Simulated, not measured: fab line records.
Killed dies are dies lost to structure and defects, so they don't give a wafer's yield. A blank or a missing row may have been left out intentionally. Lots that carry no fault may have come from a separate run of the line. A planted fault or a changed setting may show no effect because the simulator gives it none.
Which tool was responsible? -- flow gf180mcu -- 14 lots, 42 wafers sampled, at 3 steps of a route of 602

== WHAT THE GAUGES READ, wafer by wafer ==
GF_MVSD_OVL_MEAS_07. Usual: MVSD_OVL -0.7 nm, standard deviation 1.4.
lot,measured,on,MVSD_OVL (nm),flag
L151,day 4 17:38,overlay-01,0.1 -0.1 -1.4,
L152,day 4 23:20,overlay-02,-1.4 -0.2 -1.2,
L153,day 5 04:38,overlay-01,-1.8 -2.0 -1.0,
L154,day 5 10:13,overlay-02,0.0 -1.2 -3.5,
L155,day 5 15:43,overlay-01,1.0 0.1 0.2,
L156,day 5 22:44,overlay-01,-0.2 -2.0 -1.8,
L157,day 6 02:23,overlay-02,-1.8 -1.1 1.5,
L159,day 6 13:56,overlay-01,0.2 0.6 0.1,
L162,day 7 08:20,overlay-02,-0.8 -1.4 -1.0,
L163,day 7 13:24,overlay-01,-0.7 -0.5 -1.6,
L164,day 7 19:54,overlay-02,1.4 0.5 0.9,
L165,day 8 00:06,overlay-01,1.1 0.5 2.1,
L167,day 8 12:45,overlay-01,-0.2 0.8 -0.9,
L172,day 9 18:32,overlay-02,-3.8 -2.2 -0.9,

GF_HV_LDD_TW_MEAS_50. Usual: HV_LDD_4_TW 573, standard deviation 3.7.
lot,measured,on,HV_LDD_4_TW,flag
L151,day 12 19:41,filmMetro-01,573 573 573,
L152,day 13 01:43,filmMetro-02,575 576 577,
L153,day 13 16:29,filmMetro-01,578 575 576,
L154,day 13 23:52,filmMetro-01,578 577 575,
L155,day 14 03:20,filmMetro-01,579 573 571,
L156,day 14 12:33,filmMetro-02,580 575 575,
L157,day 14 15:48,filmMetro-02,576 578 576,
L159,day 15 07:02,filmMetro-04,567 570 568,
L162,day 16 12:16,filmMetro-02,573 569 571,
L163,day 16 16:59,filmMetro-02,572 577 572,
L164,day 17 02:27,filmMetro-04,569 570 567,
L165,day 17 08:22,filmMetro-02,578 579 576,
L167,day 18 00:10,filmMetro-04,569 568 567,
L172,day 19 22:00,filmMetro-04,568 567 565,

== TOOL THAT RAN EACH LOT (tool first, then ch and the chambers of the sampled wafers, then the start) ==
lot,GF_DUAL_GATE_OXIDATION_02
L151,"furnace-01 ch 0, day 7 23:04"
L152,"furnace-02 ch 0, day 8 04:08"
L153,"furnace-02 ch 0, day 8 13:43"
L154,"furnace-02 ch 0, day 8 21:53"
L155,"furnace-02 ch 0, day 9 01:51"
L156,"furnace-01 ch 0, day 9 09:41"
L157,"furnace-02 ch 0, day 9 11:46"
L159,"furnace-02 ch 0, day 10 01:59"
L162,"furnace-02 ch 0, day 11 01:17"
L163,"furnace-02 ch 0, day 11 06:53"
L164,"furnace-01 ch 0, day 11 13:07"
L165,"furnace-02 ch 0, day 11 17:39"
L167,"furnace-01 ch 0, day 12 08:05"
L172,"furnace-01 ch 0, day 13 19:38"
- GF_DUAL_GATE_OXIDATION_02: stabilise 600 s, purge 300 s, target thk 10.887 nm.

== WHAT THE TOOLS THEMSELVES READ (means of the sampled wafers that have a number; where no wafer has one, the mark that the record gives instead) ==
GF_DUAL_GATE_OXIDATION_02. Usual: spikeTcBottomC 918.0 C, standard deviation 1; spikeTcCentreC 900.9 C, standard deviation 1; spikeTcLowerC 900.2 C, standard deviation 1.7; spikeTcUpperC 899.6 C, standard deviation 1.2; tubeCenterTempC 900.01 C, standard deviation 0.086; tube_center_temp_C_max 902.4, standard deviation 0.4.
lot,tool,spikeTcBottomC (C),spikeTcCentreC (C),spikeTcLowerC (C),spikeTcUpperC (C),tubeCenterTempC (C),tube_center_temp_C_max,flag
L151,furnace-01,917.9,901.3,902.3,898.6,900.04,902.3,
L152,furnace-02,917.5,900.8,898.9,899.6,900.10,902.4,
L153,furnace-02,919.0,900.1,899.7,899.9,900.01,902.3,
L154,furnace-02,918.2,901.1,899.5,900.7,900.00,902.3,
L155,furnace-02,917.9,900.6,899.3,901.5,899.97,902.2,
L156,furnace-01,918.4,901.9,902.3,899.3,899.95,902.3,
L157,furnace-02,918.4,899.9,899.1,899.9,900.00,902.4,
L159,furnace-02,917.5,901.2,898.1,900.0,900.08,902.5,
L162,furnace-02,913.0,896.5,895.0,896.3,896.01,898.2,OFF
L163,furnace-02,914.0,896.6,895.5,896.0,896.10,898.2,OFF
L164,furnace-01,917.8,901.2,902.3,898.3,899.98,902.6,
L165,furnace-02,914.1,896.7,895.4,895.5,896.13,898.3,OFF
L167,furnace-01,918.1,900.1,902.6,900.2,900.01,902.7,
L172,furnace-01,918.5,900.8,902.6,898.9,899.94,902.4,

== THE ANSWER, worked out from the rows above alone ==
Rule: take the mean of a lot's wafers that have a number; if it is more than 3 standard deviations from the usual mean, the lot is off. A lot without any number at a reading at which 4 lots or more have one is off too. Where the step has rows for the other lots, those lots are counted as sound. Order of review: gauges by route order, followed by the tools' own readings, for which a lot's mean as printed above is used. At the first step where some lot is off, the reading lying furthest off is the one used; lots without a number count as furthest.
Off, at GF_DUAL_GATE_OXIDATION_02 on tubeCenterTempC: L162, L163, L165.
A tool fits if, at that step or a process step before it, it ran every lot that is off, and no sound lot after the first of them. One fits: GF_DUAL_GATE_OXIDATION_02 on furnace-02. A fault onset in the window from L159 (day 10 01:59, its last sound lot) to L162 (day 11 01:17, its first lot off) fits.
The tool's own readings at GF_DUAL_GATE_OXIDATION_02 bear it out: on the lots that are off they differ by more than 5 times the standard deviation of the sound lots' means. spikeTcBottomC reads 913.7 C there against 918.1 C on the sound lots; spikeTcCentreC reads 896.6 C there against 900.8 C on the sound lots; tubeCenterTempC reads 896.08 C there against 900.01 C on the sound lots; tube_center_temp_C_max reads 898.2 there against 902.4 on the sound lots.

== WHAT THE SIMULATOR PUT IN ==
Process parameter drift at GF_DUAL_GATE_OXIDATION_02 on furnace-02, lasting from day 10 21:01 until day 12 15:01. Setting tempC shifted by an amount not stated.
Shown lots that were struck: L162, L163, L165. The same result came from the rule above.
